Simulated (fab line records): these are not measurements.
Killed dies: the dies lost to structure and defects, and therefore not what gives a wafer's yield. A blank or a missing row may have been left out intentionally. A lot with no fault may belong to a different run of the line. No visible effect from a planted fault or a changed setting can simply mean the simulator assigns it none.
fab line records -- flow sky130
record: lots: 12, wafers: 36, last_day: 50
route steps=708 shown SONOS_ONO@173 POLY_GATE@229 LDD_HVN@274
lots untouched by any fault: they come from a run of this same line in which no faults occurred
start_h: the number of hours between the record's first day and the start of the first shown wafer of the lot -- wait_h: hours from the lot's prior step to this one -- " the same as in the row above -- L1.1+2: one row covering several wafers at once -- - no value, or no start was given -- * or withheld: withheld -- < > ~ a bound
route shown NAME@n: names a module that has steps shown in the file, with the first one's number in the route -- usual: mean and standard deviation over wafers with no fault -- same: alike in all rows -- chamber/n: place in a boat -- sites: readings site by site -- _std_site: standard deviation across them -- _edge_site: mean of outer sites minus mean of inner sites -- radius_mm: for every site, how far away it sits from the centre of the wafer -- mask NAME#n: copy n -- behind: the last tool/chamber to shape the wafer -- hold: why the lot was held/for how many hours/how that ended -- device: whichever transistor did not switch (one of n, p or np) -- end of line: the route-end tests of the same wafers -- a step given without rows: its recipe and nothing more -- killed: not the wafer's yield, but the dies lost to structure and defects at the first sort -- map: shows each die of a wafer: x if killed, . if not, _ if none is there
set.NAME: the run value of the setting; set.NAME@STEP: its run value at that earlier step -- model.NAME: the simulator's own value behind a step, which no gauge read
the route's steps for a sample of lots (tables are steps, rows are wafers)
services: the hour from which a tool's chamber was out of use, counted from the record's first day as start_h (under 0 if before that day), plus the number of hours and why
== steps ==
step: SKY_SONOS_ONO_THK_MEAS_05
recipe: reads: SiO2_of_SONOS_ONO_CVD_04
usual: SONOS_ONO_CVD_04_THK: 5.69/0.12
lot.wafer,tool,chamber,start_h,wait_h,SONOS_ONO_CVD_04_THK[nm]
L335.1,film_metro-01,-,255.34,0.0,5.89
L335.3,film_metro-01,-,255.34,0.0,5.83
L335.5,film_metro-01,-,255.34,0.0,5.98
L337.1,film_metro-02,-,268.26,0.0,5.71
L337.2,film_metro-02,-,268.26,0.0,5.63
L337.6,film_metro-02,-,268.26,0.0,5.68
L338.1,film_metro-04,-,277.30,0.0,5.78
L338.2,film_metro-04,-,277.30,0.0,5.79
L338.5,film_metro-04,-,277.30,0.0,5.74
L339.1,film_metro-01,-,289.61,0.0,5.64
L339.2,film_metro-01,-,289.61,0.0,5.61
L339.3,film_metro-01,-,289.61,0.0,5.63
L341.3,film_metro-01,-,316.46,0.0,5.55
L341.4,film_metro-01,-,316.46,0.0,5.65
L341.5,film_metro-01,-,316.46,0.0,5.54
L343.1,film_metro-04,-,322.73,0.0,5.52
L343.2,film_metro-04,-,322.73,0.0,5.58
L343.3,film_metro-04,-,322.73,0.0,5.55
L344.1,film_metro-04,-,329.66,0.0,5.63
L344.3,film_metro-04,-,329.66,0.0,5.80
L344.6,film_metro-04,-,329.66,0.0,5.62
L346.1,film_metro-02,-,355.50,0.0,5.71
L346.5,film_metro-02,-,355.50,0.0,5.51
L346.6,film_metro-02,-,355.50,0.0,5.47
L347.2,film_metro-01,-,370.55,0.0,5.54
L347.4,film_metro-01,-,370.55,0.0,5.59
L347.5,film_metro-01,-,370.55,0.0,5.63
L350.1,film_metro-04,-,387.38,0.0,5.72
L350.2,film_metro-04,-,387.38,0.0,5.65
L350.5,film_metro-04,-,387.38,0.0,5.72
L351.2,film_metro-01,-,391.64,0.0,5.76
L351.3,film_metro-01,-,391.64,0.0,5.76
L351.4,film_metro-01,-,391.64,0.0,5.84
L357.3,film_metro-01,-,428.16,0.0,5.56
L357.4,film_metro-01,-,428.16,0.0,5.58
L357.5,film_metro-01,-,428.16,0.0,5.60
step: SKY_POLY_GATE_ETCH_15
recipe: chemistry: N2/H2, target: BARC, ion_energy_ev: 200, source_w: 500, bias_w: 100, pressure_mtorr: 30, n2_flow_sccm: 100, h2_flow_sccm: 200, stop_on: SiO2, time_s: 118.5, target_depth_a: 1100
usual: drypump_motor_current_A: 6.00/0.25, oes_product_au: 0.717/0.0043, throttle_valve_pct: 13.213/0.0097
lot.wafer,tool,chamber,start_h,wait_h,drypump_motor_current_A,oes_product_au,rf_hours_counter_h,throttle_valve_pct
L335.1,rie_diel-04,3,373.87,0.0,6.19,0.718,2,13.202
L335.3,rie_diel-04,2,373.87,0.0,6.24,0.718,10,13.206
L335.5,rie_diel-04,3,373.87,0.0,6.22,0.716,-,13.221
L337.1,rie_diel-02,2,393.71,0.0,6.04,0.720,14,13.203
L337.2,rie_diel-02,3,393.71,0.0,5.99,0.719,8,13.207
L337.6,rie_diel-02,0,393.71,0.0,6.03,0.710,-,13.207
L338.1,rie_diel-01,3,394.06,0.0,5.88,0.716,93,13.200
L338.2,rie_diel-01,0,394.06,0.0,6.12,0.714,89,13.224
L338.5,rie_diel-01,1,394.06,0.0,6.34,0.712,-,13.210
L339.1,rie_diel-01,0,413.77,0.0,6.13,0.716,90,13.216
L339.2,rie_diel-01,1,413.77,0.0,6.38,0.710,43,13.217
L339.3,rie_diel-01,3,413.77,0.0,5.88,0.726,93,13.207
L341.3,rie_diel-01,1,438.16,0.0,6.35,0.722,44,13.198
L341.4,rie_diel-01,3,438.16,0.0,5.90,0.727,94,13.199
L341.5,rie_diel-01,1,438.16,0.0,6.34,0.721,-,13.211
L343.1,rie_diel-04,1,444.16,0.0,6.04,0.720,31,13.217
L343.2,rie_diel-04,0,444.16,0.0,5.53,0.720,17,13.225
L343.3,rie_diel-04,2,444.16,0.0,6.22,0.713,11,13.216
L344.1,rie_diel-01,1,452.61,0.0,6.36,0.717,44,13.215
L344.3,rie_diel-01,3,452.61,0.0,5.90,0.710,94,13.212
L344.6,rie_diel-01,3,452.61,0.0,5.93,0.713,-,13.189
L346.1,rie_diel-04,3,480.51,0.0,6.20,0.717,4,13.216
L346.5,rie_diel-04,0,480.51,0.0,5.56,0.717,-,13.205
L346.6,rie_diel-04,3,480.51,0.0,6.20,0.718,-,13.203
L347.2,rie_diel-02,0,501.36,0.0,6.03,0.713,3,13.221
L347.4,rie_diel-02,3,501.36,0.0,5.98,0.711,10,13.206
L347.5,rie_diel-02,3,501.36,0.0,6.00,0.726,-,13.222
L351.2,rie_diel-04,3,520.51,0.0,6.21,0.711,5,13.217
L351.3,rie_diel-04,2,520.51,0.0,6.23,0.712,13,13.218
L351.4,rie_diel-04,1,520.51,0.0,6.08,0.719,33,13.200
L350.1,rie_diel-02,2,521.66,0.0,6.12,0.713,16,13.206
L350.2,rie_diel-02,1,521.66,0.0,5.93,0.718,23,13.204
L350.5,rie_diel-02,1,521.66,0.0,5.91,0.717,-,13.218
L357.3,rie_diel-04,1,558.31,0.0,6.07,0.716,34,13.203
L357.4,rie_diel-04,2,558.31,0.0,6.23,0.717,13,13.181
L357.5,rie_diel-04,1,558.31,0.0,6.05,0.719,-,13.203
step: SKY_LDD_HVN_OVL_MEAS_07
usual: LDD_HVN_OVL: 0.3/1
lot.wafer,tool,chamber,start_h,wait_h,LDD_HVN_OVL[nm]
L335.1,overlay-01,-,466.96,0.1,0.4
L335.3,overlay-01,-,466.96,0.1,-0.3
L335.5,overlay-01,-,466.96,0.1,0.9
L337.1,overlay-01,-,488.96,0.1,-0.4
L337.2,overlay-01,-,488.96,0.1,-0.9
L337.6,overlay-01,-,488.96,0.1,-0.2
L338.1,overlay-02,-,489.00,0.1,1.0
L338.2,overlay-02,-,489.00,0.1,0.0
L338.5,overlay-02,-,489.00,0.1,0.9
L339.1,overlay-02,-,508.92,0.1,-0.8
L339.2,overlay-02,-,508.92,0.1,-0.9
L339.3,overlay-02,-,508.92,0.1,-0.6
L341.3,overlay-01,-,536.61,0.1,-0.6
L341.4,overlay-01,-,536.61,0.1,-0.5
L341.5,overlay-01,-,536.61,0.1,-0.3
L343.1,overlay-02,-,545.02,0.1,-0.6
L343.2,overlay-02,-,545.02,0.1,0.3
L343.3,overlay-02,-,545.02,0.1,0.6
L344.1,overlay-02,-,552.11,0.1,-1.8
L344.3,overlay-02,-,552.11,0.1,-0.5
L344.6,overlay-02,-,552.11,0.1,-0.1
L346.1,overlay-01,-,574.67,0.1,0.6
L346.5,overlay-01,-,574.67,0.1,2.2
L346.6,overlay-01,-,574.67,0.1,1.2
L347.2,overlay-01,-,593.86,0.1,0.9
L347.4,overlay-01,-,593.86,0.1,1.5
L347.5,overlay-01,-,593.86,0.1,0.0
L351.2,overlay-01,-,612.86,0.1,-1.1
L351.3,overlay-01,-,612.86,0.1,0.2
L351.4,overlay-01,-,612.86,0.1,-0.4
L350.1,overlay-02,-,613.55,0.1,-2.0
L350.2,overlay-02,-,613.55,0.1,-1.0
L350.5,overlay-02,-,613.55,0.1,0.1
L357.3,overlay-02,-,648.23,0.1,-0.1
L357.4,overlay-02,-,648.23,0.1,-0.7
L357.5,overlay-02,-,648.23,0.1,0.1
step: SKY_LDD_HVN_IMPLANT_08
recipe: species: P, energy_kev: 60, dose_cm2: 3e+13, tilt_deg: 40
usual: beam_energy_keV: 59.999/0.017, beam_on_s: 10.01/0.19, dose_ions_cm2: 3.001e+13/3.3e+10, end_station_pressure_torr: 5.15e-06/2.7e-07, faraday_current_uA: 169/3.2
lot.wafer,tool,chamber,start_h,wait_h,beam_energy_keV,beam_on_s,dose_ions_cm2,end_station_pressure_torr,faraday_current_uA
L335.1,implanter-04,0,466.99,0.0,60.010,10.19,3e+13,5.17e-06,167
L335.3,implanter-04,0,466.99,0.0,59.994,10.14,3.001e+13,5.22e-06,167
L335.5,implanter-04,0,466.99,0.0,60.003,9.65,3.001e+13,4.99e-06,174
L337.1,implanter-01,0,488.99,0.0,60.001,10.48,2.999e+13,5.78e-06,162
L337.2,implanter-01,0,488.99,0.0,59.970,10.00,2.994e+13,5.02e-06,169
L337.6,implanter-01,0,488.99,0.0,59.988,9.72,3e+13,5.27e-06,174
L338.1,implanter-02,0,489.04,0.0,60.007,10.02,3.005e+13,5.56e-06,169
L338.2,implanter-02,0,489.04,0.0,59.992,9.96,3.001e+13,4.98e-06,169
L338.5,implanter-02,0,489.04,0.0,60.005,10.05,3.002e+13,4.96e-06,168
L339.1,implanter-04,0,508.96,0.0,59.977,10.04,3.004e+13,5.26e-06,169
L339.2,implanter-04,0,508.96,0.0,60.010,9.93,3.001e+13,5.04e-06,170
L339.3,implanter-04,0,508.96,0.0,60.031,10.01,3.002e+13,4.98e-06,170
L341.3,implanter-02,0,536.69,0.1,59.998,10.00,2.997e+13,5.15e-06,169
L341.4,implanter-02,0,536.69,0.1,59.993,9.90,2.996e+13,4.94e-06,171
L341.5,implanter-02,0,536.69,0.1,59.995,9.83,2.997e+13,5.57e-06,172
L343.1,implanter-04,0,545.06,0.0,59.997,10.16,2.995e+13,5.12e-06,166
L343.2,implanter-04,0,545.06,0.0,59.993,10.45,3.001e+13,5.24e-06,162
L343.3,implanter-04,0,545.06,0.0,59.973,9.64,3.001e+13,5.13e-06,175
L344.1,implanter-01,0,552.14,0.0,60.013,10.07,2.999e+13,5.1e-06,167
L344.3,implanter-01,0,552.14,0.0,59.991,9.95,2.995e+13,4.95e-06,170
L344.6,implanter-01,0,552.14,0.0,59.989,10.30,2.999e+13,5.12e-06,164
L346.1,implanter-04,0,574.71,0.0,59.973,9.99,3e+13,4.68e-06,169
L346.5,implanter-04,0,574.71,0.0,59.984,9.97,3e+13,5.5e-06,169
L346.6,implanter-04,0,574.71,0.0,59.987,9.93,2.998e+13,4.85e-06,169
L347.2,implanter-01,0,593.92,0.0,59.995,9.91,3.002e+13,5.12e-06,171
L347.4,implanter-01,0,593.92,0.0,60.001,10.11,2.999e+13,5.07e-06,168
L347.5,implanter-01,0,593.92,0.0,59.989,10.03,3e+13,4.91e-06,169
L351.2,implanter-04,0,612.92,0.0,60.015,13.34,3.7438e+14,6.01e-06,1584
L351.3,implanter-04,0,612.92,0.0,59.972,13.87,3.7435e+14,6.38e-06,1521
L351.4,implanter-04,0,612.92,0.0,60.014,13.49,3.7432e+14,6.71e-06,1556
L350.1,implanter-04,0,613.59,0.0,59.979,13.69,3.7432e+14,5.54e-06,1540
L350.2,implanter-04,0,613.59,0.0,60.014,13.38,3.7433e+14,5.98e-06,1569
L350.5,implanter-04,0,613.59,0.0,59.971,13.53,3.7432e+14,6.19e-06,1561
L357.3,implanter-02,0,648.31,0.1,60.003,9.86,3.005e+13,5.21e-06,171
L357.4,implanter-02,0,648.31,0.1,59.980,9.80,3e+13,5.02e-06,173
L357.5,implanter-02,0,648.31,0.1,59.990,10.30,3.004e+13,4.81e-06,164
step: SKY_LDD_HVN_TW_MEAS_10
usual: LDD_HVN_TW: 1452/14
lot.wafer,tool,chamber,start_h,wait_h,LDD_HVN_TW
L335.1,film_metro-03,-,467.24,0.1,1437
L335.3,film_metro-03,-,467.24,0.1,1425
L335.5,film_metro-03,-,467.24,0.1,1428
L337.1,film_metro-03,-,489.24,0.1,1448
L337.2,film_metro-03,-,489.24,0.1,1445
L337.6,film_metro-03,-,489.24,0.1,1443
L338.1,film_metro-02,-,489.29,0.1,1452
L338.2,film_metro-02,-,489.29,0.1,1450
L338.5,film_metro-02,-,489.29,0.1,1455
L339.1,film_metro-03,-,509.21,0.1,1441
L339.2,film_metro-03,-,509.21,0.1,1437
L339.3,film_metro-03,-,509.21,0.1,1439
L341.3,film_metro-03,-,536.91,0.1,1437
L341.4,film_metro-03,-,536.91,0.1,1443
L341.5,film_metro-03,-,536.91,0.1,1437
L343.1,film_metro-02,-,545.31,0.1,1450
L343.2,film_metro-02,-,545.31,0.1,1457
L343.3,film_metro-02,-,545.31,0.1,1446
L344.1,film_metro-01,-,552.39,0.1,1471
L344.3,film_metro-01,-,552.39,0.1,1478
L344.6,film_metro-01,-,552.39,0.1,1480
L346.1,film_metro-01,-,574.96,0.1,1475
L346.5,film_metro-01,-,574.96,0.1,1475
L346.6,film_metro-01,-,574.96,0.1,1473
L347.2,film_metro-02,-,594.15,0.1,1449
L347.4,film_metro-02,-,594.15,0.1,1451
L347.5,film_metro-02,-,594.15,0.1,1449
L351.2,film_metro-01,-,613.15,0.1,3163
L351.3,film_metro-01,-,613.15,0.1,3157
L351.4,film_metro-01,-,613.15,0.1,3178
L350.1,film_metro-02,-,613.84,0.1,3147
L350.2,film_metro-02,-,613.84,0.1,3140
L350.5,film_metro-02,-,613.84,0.1,3132
L357.3,film_metro-03,-,648.53,0.1,1435
L357.4,film_metro-03,-,648.53,0.1,1441
L357.5,film_metro-03,-,648.53,0.1,1435
== services ==
tool,chamber,start_h,hours,kind
rie_diel-04,3,362.01,8.6,repair
implanter-01,-,385.03,1.1,repair
implanter-04,-,387.05,4.0,pm
rie_diel-04,2,406.84,6.9,repair
rie_diel-04,0,423.65,5.0,repair
rie_diel-04,1,430.55,3.3,repair
implanter-01,-,434.77,2.7,repair
rie_diel-01,-,442.06,0.3,repair
implanter-04,-,444.32,5.5,repair
rie_diel-04,1,450.50,2.5,repair
rie_diel-01,-,456.01,2.8,pm
implanter-04,-,465.30,0.7,repair
implanter-04,-,471.62,1.3,repair
rie_diel-01,1,477.25,1.4,repair
rie_diel-01,1,486.41,2.9,repair
rie_diel-01,3,489.19,18.7,repair
rie_diel-02,0,518.04,4.2,repair
implanter-02,-,523.28,4.0,pm
implanter-04,-,523.48,4.8,repair
implanter-04,-,569.66,3.0,pm
rie_diel-04,-,591.99,2.8,pm
rie_diel-04,-,625.33,0.1,repair
implanter-04,-,628.73,8.6,repair
rie_diel-01,0,647.47,5.7,repair
== key ==
first_sign: step: SKY_LDD_HVN_IMPLANT_08, reading: dose_ions_cm2, direction: up, sigmas: 99+, usual: *, struck: *
effect: step: SKY_LDD_HVN_IMPLANT_08, reading: faraday_current_uA, direction: up, sigmas: 99+, usual: 169, struck: 1555
effect: step: SKY_LDD_HVN_TW_MEAS_10, reading: LDD_HVN_TW, direction: up, sigmas: 99+, usual: 1452, struck: 3153
met_at SKY_LDD_HVN_IMPLANT_08
struck_lots L350,L351
tester_left_out L350,L351
not_acting_at SKY_SONOS_ONO_THK_MEAS_05,SKY_POLY_GATE_ETCH_15,SKY_LDD_HVN_OVL_MEAS_07
onset_between 574.71 612.92
fault: kind: process_parameter_drift, tool: implanter-04, chamber: -, onset_h: 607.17, steps: SKY_LDD_HVN_IMPLANT_08, channel: dose_cm2, offset: *, shape: step, end_h: 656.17, acts_in: *, stated: *
tester_left_out: of these lots the tester's yield and bins aren't shown, on N5 and GAA mostly nor the transistor test; their killed dies are dies lost to structure and defects alone, not to doping, threshold or leakage, so they don't give the yield
